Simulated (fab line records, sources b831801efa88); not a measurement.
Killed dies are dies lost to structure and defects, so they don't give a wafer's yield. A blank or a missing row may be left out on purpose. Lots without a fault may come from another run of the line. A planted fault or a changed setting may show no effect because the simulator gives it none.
Which tool did it? | flow gf180mcu | 11 lots, 33 wafers sampled, at 2 steps of a route of 602

WHAT THE GAUGES READ, wafer by wafer
GF_V4_RS_MEAS_24: measures by four-point-probe.
lot  | measured     | on            | V4_W_RS (ohm/sq)
L240 | day 24 09:52 | film_metro-01 | 0.326 0.325 0.324
L242 | day 24 23:11 | film_metro-04 | 0.331 0.334 0.332
L244 | day 25 16:00 | film_metro-01 | 0.326 0.327 0.325
L247 | day 26 21:53 | film_metro-04 | 0.324 0.321 0.325
L249 | day 27 09:23 | film_metro-03 | 0.324 0.328 0.323
L251 | day 28 08:55 | film_metro-01 | 0.322 0.320 0.325
L254 | day 28 23:52 | film_metro-04 | 0.323 0.323 0.325
L256 | day 29 15:09 | film_metro-04 | 0.318 0.315 0.317
L255 | day 29 18:34 | film_metro-01 | 0.312 0.311 0.312
L261 | day 31 03:58 | film_metro-01 | 0.327 0.325 0.325
L262 | day 31 04:38 | film_metro-01 | 0.332 0.327 0.333

WHICH TOOL RAN EACH LOT (tool, then ch and the chambers of the sampled wafers, then the start)
lot  | GF_V4_CVD_23
L240 | cvd_w-02 ch 1, day 24 09:38
L242 | cvd_w-02 ch 1, day 24 22:58
L244 | cvd_w-01 ch 0,1, day 25 15:53
L247 | cvd_w-01 ch 0,1, day 26 21:46
L249 | cvd_w-02 ch 0,1, day 27 09:15
L251 | cvd_w-01 ch 0,1, day 28 08:47
L254 | cvd_w-01 ch 0,1, day 28 23:45
L256 | cvd_w-02 ch 0,1, day 29 15:02
L255 | cvd_w-02 ch 0,1, day 29 18:27
L261 | cvd_w-01 ch 0,1, day 31 03:50
L262 | cvd_w-01 ch 1, day 31 04:31
- GF_V4_CVD_23: deposits W, target thk 350 nm, time 104.9 s.

WHAT THE TOOLS THEMSELVES READ (means of the sampled wafers that have a number; where no wafer has one, the mark that the record gives instead)
GF_V4_CVD_23.
lot  | tool     | chamber_pressure_Torr (Torr) | heater_power_outer_w (W) | heater_power_w (W) | susceptor_temp_C (C)
L240 | cvd_w-02 | 39.88                        | 483                      | 839                | 400.05
L242 | cvd_w-02 | 39.94                        | 489                      | 849                | 399.50
L244 | cvd_w-01 | 39.96                        | 564                      | 900                | 400.15
L247 | cvd_w-01 | 40.11                        | 568                      | 910                | 399.59
L249 | cvd_w-02 | 40.01                        | 558                      | 931                | 399.93
L251 | cvd_w-01 | 40.00                        | 568                      | 904                | 399.96
L254 | cvd_w-01 | 40.00                        | 557                      | 868                | 400.02
L256 | cvd_w-02 | 42.22                        | 558                      | 948                | 400.00
L255 | cvd_w-02 | 42.20                        | 561                      | 946                | 399.98
L261 | cvd_w-01 | 40.06                        | 550                      | 878                | 399.97
L262 | cvd_w-01 | 40.09                        | 572                      | 920                | 399.71

THE ANSWER, worked out from the rows above alone
Rule: what is usual is taken from the lots themselves. Put in order of their means at a reading, lots are off if they are a third of the lots or fewer, leave a main group of 4 or more, and stand apart from it by a gap of 3 or more times the standard deviation of the main group's means; of several such gaps the widest counts. A main group whose means are all the same, to the digits that the tables above print for the reading, isn't used. A lot without any number at a reading at which 4 lots or more have one is off too. The other lots that the step has rows for count as sound. The gauges are gone through in route order, then the tools' own readings, and for those a lot's mean is taken as printed above. The first step at which some lot is off is used, and at that step the reading that is off furthest; a lot without a number counts as furthest.
Off: L256, L255, at GF_V4_CVD_23 (chamber_pressure_Torr). The main group: mean 40.01 Torr, standard deviation 0.069.
A tool fits if, at that step or a process step before it, it ran every lot that is off, and no sound lot after the first of them. One fits: cvd_w-02 at GF_V4_CVD_23. Its last sound lot is L249 (day 27 09:15), its first lot that is off L256 (day 29 15:02): a fault that began between those two fits.
The tool's own readings at GF_V4_CVD_23 bear it out: on the lots that are off they differ by more than 5 times the standard deviation of the sound lots' means. chamber_pressure_Torr reads 42.21 Torr there against 40.01 Torr on the sound lots.

WHAT THE SIMULATOR HAD PUT IN
Process parameter drift: cvd_w-02, from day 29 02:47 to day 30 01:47, at GF_V4_CVD_23. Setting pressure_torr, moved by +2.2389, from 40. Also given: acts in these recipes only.
Lots struck among those shown: L256, L255. The rule above found the same.
